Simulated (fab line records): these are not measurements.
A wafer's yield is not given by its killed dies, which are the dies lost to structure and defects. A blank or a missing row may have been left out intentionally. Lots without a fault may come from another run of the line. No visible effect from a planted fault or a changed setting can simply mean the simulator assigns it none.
Which tool was responsible? || flow sky130 || 36 wafers from 12 lots sampled at 5 of the route's 708 steps

WHAT EACH GAUGE READ, for each wafer
SKY_LOCAL_INTERCONNECT_OVL_MEAS_12.
{"lot": "L643", "measured": "day 30 11:28", "on": "overlay-01", "LOCAL_INTERCONNECT_OVL (nm)": "-10 -1 -10"}
{"lot": "L644", "measured": "day 31 14:14", "on": "overlay-01", "LOCAL_INTERCONNECT_OVL (nm)": "-8 -2 -1"}
{"lot": "L645", "measured": "day 31 15:01", "on": "overlay-01", "LOCAL_INTERCONNECT_OVL (nm)": "1 -2 -7"}
{"lot": "L646", "measured": "day 31 15:31", "on": "overlay-02", "LOCAL_INTERCONNECT_OVL (nm)": "-1 8 1"}
{"lot": "L647", "measured": "day 32 02:40", "on": "overlay-02", "LOCAL_INTERCONNECT_OVL (nm)": "1 7 -1"}
{"lot": "L648", "measured": "day 32 10:23", "on": "overlay-01", "LOCAL_INTERCONNECT_OVL (nm)": "2 -1 3"}
{"lot": "L649", "measured": "day 32 22:28", "on": "overlay-01", "LOCAL_INTERCONNECT_OVL (nm)": "-1 0 -1"}
{"lot": "L650", "measured": "day 33 01:08", "on": "overlay-01", "LOCAL_INTERCONNECT_OVL (nm)": "-1 -1 6"}
{"lot": "L651", "measured": "day 33 14:44", "on": "overlay-02", "LOCAL_INTERCONNECT_OVL (nm)": "5 7 1"}
{"lot": "L655", "measured": "day 34 23:07", "on": "overlay-01", "LOCAL_INTERCONNECT_OVL (nm)": "-6 -4 -7"}
{"lot": "L660", "measured": "day 36 07:05", "on": "overlay-01", "LOCAL_INTERCONNECT_OVL (nm)": "4 6 5"}
{"lot": "L661", "measured": "day 36 12:18", "on": "overlay-02", "LOCAL_INTERCONNECT_OVL (nm)": "1 9 2"}

SKY_CONTACT_BOW_MEAS_05.
{"lot": "L643", "measured": "day 30 12:49", "on": "film metro-01", "CONTACT_BOW (um)": "86 74 88"}
{"lot": "L644", "measured": "day 31 15:42", "on": "film metro-01", "CONTACT_BOW (um)": "90 86 84"}
{"lot": "L645", "measured": "day 31 16:19", "on": "film metro-02", "CONTACT_BOW (um)": "81 81 81"}
{"lot": "L646", "measured": "day 31 16:53", "on": "film metro-01", "CONTACT_BOW (um)": "87 100 95"}
{"lot": "L647", "measured": "day 32 03:58", "on": "film metro-03", "CONTACT_BOW (um)": "76 78 87"}
{"lot": "L648", "measured": "day 32 11:46", "on": "film metro-01", "CONTACT_BOW (um)": "73 79 72"}
{"lot": "L649", "measured": "day 32 23:49", "on": "film metro-01", "CONTACT_BOW (um)": "77 89 87"}
{"lot": "L650", "measured": "day 33 02:28", "on": "film metro-01", "CONTACT_BOW (um)": "78 78 82"}
{"lot": "L651", "measured": "day 33 16:00", "on": "film metro-01", "CONTACT_BOW (um)": "86 78 87"}
{"lot": "L655", "measured": "day 35 00:27", "on": "film metro-02", "CONTACT_BOW (um)": "76 85 95"}
{"lot": "L660", "measured": "day 36 08:29", "on": "film metro-03", "CONTACT_BOW (um)": "92 91 64"}
{"lot": "L661", "measured": "day 36 13:34", "on": "film metro-01", "CONTACT_BOW (um)": "75 79 79"}

WHAT TOOL EACH LOT RAN ON (gives the tool, then ch and the chambers of the sampled wafers, and finally the start)
{"lot": "L643", "SKY_LI_CONTACT_SPUTTER_19": "pvd sputter-01, day 29 05:07", "SKY_LOCAL_INTERCONNECT_METAL_ETCH_14": "rie metal-04 ch 0,1, day 30 11:33", "SKY_LOCAL_INTERCONNECT_STRIP_15": "plasma asher-04 ch 0,1, day 30 11:37"}
{"lot": "L644", "SKY_LI_CONTACT_SPUTTER_19": "pvd sputter-03, day 30 09:04", "SKY_LOCAL_INTERCONNECT_METAL_ETCH_14": "rie metal-03 ch 0, day 31 14:26", "SKY_LOCAL_INTERCONNECT_STRIP_15": "plasma asher-04 ch 0,1, day 31 14:32"}
{"lot": "L645", "SKY_LI_CONTACT_SPUTTER_19": "pvd sputter-02, day 30 09:11", "SKY_LOCAL_INTERCONNECT_METAL_ETCH_14": "rie metal-01 ch 0,1, day 31 15:07", "SKY_LOCAL_INTERCONNECT_STRIP_15": "plasma asher-03 ch 0,1, day 31 15:10"}
{"lot": "L646", "SKY_LI_CONTACT_SPUTTER_19": "pvd sputter-01, day 30 10:16", "SKY_LOCAL_INTERCONNECT_METAL_ETCH_14": "rie metal-04 ch 0,1, day 31 15:37", "SKY_LOCAL_INTERCONNECT_STRIP_15": "plasma asher-04 ch 0,1, day 31 15:40"}
{"lot": "L647", "SKY_LI_CONTACT_SPUTTER_19": "pvd sputter-03, day 30 22:08", "SKY_LOCAL_INTERCONNECT_METAL_ETCH_14": "rie metal-04 ch 0,1, day 32 02:47", "SKY_LOCAL_INTERCONNECT_STRIP_15": "plasma asher-04 ch 0,1, day 32 02:50"}
{"lot": "L648", "SKY_LI_CONTACT_SPUTTER_19": "pvd sputter-01, day 31 05:37", "SKY_LOCAL_INTERCONNECT_METAL_ETCH_14": "rie metal-03 ch 1, day 32 10:32", "SKY_LOCAL_INTERCONNECT_STRIP_15": "plasma asher-04 ch 0,1, day 32 10:38"}
{"lot": "L649", "SKY_LI_CONTACT_SPUTTER_19": "pvd sputter-01, day 31 18:42", "SKY_LOCAL_INTERCONNECT_METAL_ETCH_14": "rie metal-04 ch 0,1, day 32 22:35", "SKY_LOCAL_INTERCONNECT_STRIP_15": "plasma asher-03 ch 0,1, day 32 22:38"}
{"lot": "L650", "SKY_LI_CONTACT_SPUTTER_19": "pvd sputter-02, day 31 21:12", "SKY_LOCAL_INTERCONNECT_METAL_ETCH_14": "rie metal-04 ch 0,1, day 33 01:14", "SKY_LOCAL_INTERCONNECT_STRIP_15": "plasma asher-04 ch 0,1, day 33 01:17"}
{"lot": "L651", "SKY_LI_CONTACT_SPUTTER_19": "pvd sputter-02, day 32 11:18", "SKY_LOCAL_INTERCONNECT_METAL_ETCH_14": "rie metal-03 ch 0,1, day 33 14:50", "SKY_LOCAL_INTERCONNECT_STRIP_15": "plasma asher-04 ch 0,1, day 33 14:53"}
{"lot": "L655", "SKY_LI_CONTACT_SPUTTER_19": "pvd sputter-01, day 33 20:39", "SKY_LOCAL_INTERCONNECT_METAL_ETCH_14": "rie metal-04 ch 0,1, day 34 23:14", "SKY_LOCAL_INTERCONNECT_STRIP_15": "plasma asher-04 ch 0,1, day 34 23:18"}
{"lot": "L660", "SKY_LI_CONTACT_SPUTTER_19": "pvd sputter-01, day 35 04:06", "SKY_LOCAL_INTERCONNECT_METAL_ETCH_14": "rie metal-04 ch 0,1, day 36 07:11", "SKY_LOCAL_INTERCONNECT_STRIP_15": "plasma asher-03 ch 0,1, day 36 07:14"}
{"lot": "L661", "SKY_LI_CONTACT_SPUTTER_19": "pvd sputter-03, day 35 08:45", "SKY_LOCAL_INTERCONNECT_METAL_ETCH_14": "rie metal-04 ch 0,1, day 36 12:23", "SKY_LOCAL_INTERCONNECT_STRIP_15": "plasma asher-04 ch 0,1, day 36 12:26"}
- SKY_LI_CONTACT_SPUTTER_19: material Ti, target thk 20 nm, time 106.37 s.
- SKY_LOCAL_INTERCONNECT_METAL_ETCH_14: etches TiN in Cl2/BCl3, stops on PSG, target depth 110 nm, time 31.4 s.
- SKY_LOCAL_INTERCONNECT_STRIP_15: strips in O2/N2.

WHAT THE TOOLS THEMSELVES READ (means of the sampled wafers that have a number; where no wafer has one, the mark that the record gives instead)
SKY_LI_CONTACT_SPUTTER_19.
{"lot": "L643", "tool": "pvd sputter-01", "throttle valve pct (%)": 29.6}
{"lot": "L644", "tool": "pvd sputter-03", "throttle valve pct (%)": 31.0}
{"lot": "L645", "tool": "pvd sputter-02", "throttle valve pct (%)": 30.1}
{"lot": "L646", "tool": "pvd sputter-01", "throttle valve pct (%)": 29.5}
{"lot": "L647", "tool": "pvd sputter-03", "throttle valve pct (%)": 30.2}
{"lot": "L648", "tool": "pvd sputter-01", "throttle valve pct (%)": 29.6}
{"lot": "L649", "tool": "pvd sputter-01", "throttle valve pct (%)": 29.3}
{"lot": "L650", "tool": "pvd sputter-02", "throttle valve pct (%)": 29.7}
{"lot": "L651", "tool": "pvd sputter-02", "throttle valve pct (%)": 29.7}
{"lot": "L655", "tool": "pvd sputter-01", "throttle valve pct (%)": 29.3}
{"lot": "L660", "tool": "pvd sputter-01", "throttle valve pct (%)": 29.8}
{"lot": "L661", "tool": "pvd sputter-03", "throttle valve pct (%)": 30.0}

SKY_LOCAL_INTERCONNECT_METAL_ETCH_14.
{"lot": "L643", "tool": "rie metal-04", "drypump motor current A (A)": 5.6, "oes product au (a.u.)": 0.938, "run length s (s)": 59.9, "throttle valve pct (%)": 21.900}
{"lot": "L644", "tool": "rie metal-03", "drypump motor current A (A)": 6.2, "oes product au (a.u.)": 0.936, "run length s (s)": 59.5, "throttle valve pct (%)": 21.903}
{"lot": "L645", "tool": "rie metal-01", "drypump motor current A (A)": 6.4, "oes product au (a.u.)": 0.941, "run length s (s)": 59.9, "throttle valve pct (%)": 21.908}
{"lot": "L646", "tool": "rie metal-04", "drypump motor current A (A)": 5.6, "oes product au (a.u.)": 0.928, "run length s (s)": 59.6, "throttle valve pct (%)": 21.904}
{"lot": "L647", "tool": "rie metal-04", "drypump motor current A (A)": 5.8, "oes product au (a.u.)": 0.937, "run length s (s)": 59.6, "throttle valve pct (%)": 21.910}
{"lot": "L648", "tool": "rie metal-03", "drypump motor current A (A)": 5.9, "oes product au (a.u.)": 0.932, "run length s (s)": 60.3, "throttle valve pct (%)": 21.908}
{"lot": "L649", "tool": "rie metal-04", "drypump motor current A (A)": 5.8, "oes product au (a.u.)": 0.937, "run length s (s)": 59.5, "throttle valve pct (%)": 21.906}
{"lot": "L650", "tool": "rie metal-04", "drypump motor current A (A)": 5.6, "oes product au (a.u.)": 0.935, "run length s (s)": 60.0, "throttle valve pct (%)": 21.900}
{"lot": "L651", "tool": "rie metal-03", "drypump motor current A (A)": 6.1, "oes product au (a.u.)": 0.940, "run length s (s)": 59.9, "throttle valve pct (%)": 21.895}
{"lot": "L655", "tool": "rie metal-04", "drypump motor current A (A)": 5.8, "oes product au (a.u.)": 0.937, "run length s (s)": 59.6, "throttle valve pct (%)": 21.899}
{"lot": "L660", "tool": "rie metal-04", "drypump motor current A (A)": 5.8, "oes product au (a.u.)": 0.904, "run length s (s)": 61.6, "throttle valve pct (%)": 21.924}
{"lot": "L661", "tool": "rie metal-04", "drypump motor current A (A)": 5.6, "oes product au (a.u.)": 0.871, "run length s (s)": 63.7, "throttle valve pct (%)": 21.957}

SKY_LOCAL_INTERCONNECT_STRIP_15.
{"lot": "L643", "tool": "plasma asher-04", "drypump motor current A (A)": 5.75, "oes product au (a.u.)": 0.424, "strip time to endpoint s (s)": 4.684}
{"lot": "L644", "tool": "plasma asher-04", "drypump motor current A (A)": 5.63, "oes product au (a.u.)": 0.426, "strip time to endpoint s (s)": 4.690}
{"lot": "L645", "tool": "plasma asher-03", "drypump motor current A (A)": 5.65, "oes product au (a.u.)": 0.430, "strip time to endpoint s (s)": 4.657}
{"lot": "L646", "tool": "plasma asher-04", "drypump motor current A (A)": 5.61, "oes product au (a.u.)": 0.422, "strip time to endpoint s (s)": 4.680}
{"lot": "L647", "tool": "plasma asher-04", "drypump motor current A (A)": 5.62, "oes product au (a.u.)": 0.426, "strip time to endpoint s (s)": 4.674}
{"lot": "L648", "tool": "plasma asher-04", "drypump motor current A (A)": 5.62, "oes product au (a.u.)": 0.424, "strip time to endpoint s (s)": 4.681}
{"lot": "L649", "tool": "plasma asher-03", "drypump motor current A (A)": 5.66, "oes product au (a.u.)": 0.429, "strip time to endpoint s (s)": 4.719}
{"lot": "L650", "tool": "plasma asher-04", "drypump motor current A (A)": 5.63, "oes product au (a.u.)": 0.427, "strip time to endpoint s (s)": 4.684}
{"lot": "L651", "tool": "plasma asher-04", "drypump motor current A (A)": 5.75, "oes product au (a.u.)": 0.427, "strip time to endpoint s (s)": 4.685}
{"lot": "L655", "tool": "plasma asher-04", "drypump motor current A (A)": 5.64, "oes product au (a.u.)": 0.428, "strip time to endpoint s (s)": 4.693}
{"lot": "L660", "tool": "plasma asher-03", "drypump motor current A (A)": 5.70, "oes product au (a.u.)": 0.426, "strip time to endpoint s (s)": 4.663}
{"lot": "L661", "tool": "plasma asher-04", "drypump motor current A (A)": 5.77, "oes product au (a.u.)": 0.420, "strip time to endpoint s (s)": 4.606}

THE ANSWER, worked out from the rows above alone
Rule: the usual values come from the lots themselves. Put in order of their means at a reading, lots are off if they are a third of the lots or fewer, leave a main group of 4 or more, and stand apart from it by a gap of 3 or more times the standard deviation of the main group's means; of several such gaps the widest counts. The tables above print the reading to a certain number of digits; a main group whose means all agree to those digits is not used. Also off: a lot with no number at a reading for which 4 or more lots have one. Any other lot the step has rows for is counted as sound. Order of review: gauges by route order, followed by the tools' own readings, for which a lot's mean as printed above is used. At the first step where some lot is off, the reading lying furthest off is the one used; lots without a number count as furthest.
Off: L660, L661, at SKY_LOCAL_INTERCONNECT_METAL_ETCH_14 (oes product au). Mean 0.936 a.u. and standard deviation 0.0036 in the main group.
A tool fits if, at that step or a process step before it, it ran every lot that is off, and no sound lot after the first of them. One candidate fits, namely rie metal-04 at SKY_LOCAL_INTERCONNECT_METAL_ETCH_14. Its last sound lot is L655 (day 34 23:14), its first lot that is off L660 (day 36 07:11): a fault that began between those two fits.
The tool's own readings at SKY_LOCAL_INTERCONNECT_METAL_ETCH_14 bear it out: on the lots that are off they differ by more than 5 times the standard deviation of the sound lots' means. oes product au reads 0.887 a.u. there against 0.936 a.u. on the sound lots; run length s reads 62.7 s there against 59.8 s on the sound lots; throttle valve pct reads 21.941 % there against 21.903 % on the sound lots.

WHAT WAS PUT IN BY THE SIMULATOR
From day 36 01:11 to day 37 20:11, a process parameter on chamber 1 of rie metal-04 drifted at SKY_LOCAL_INTERCONNECT_METAL_ETCH_14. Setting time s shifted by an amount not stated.
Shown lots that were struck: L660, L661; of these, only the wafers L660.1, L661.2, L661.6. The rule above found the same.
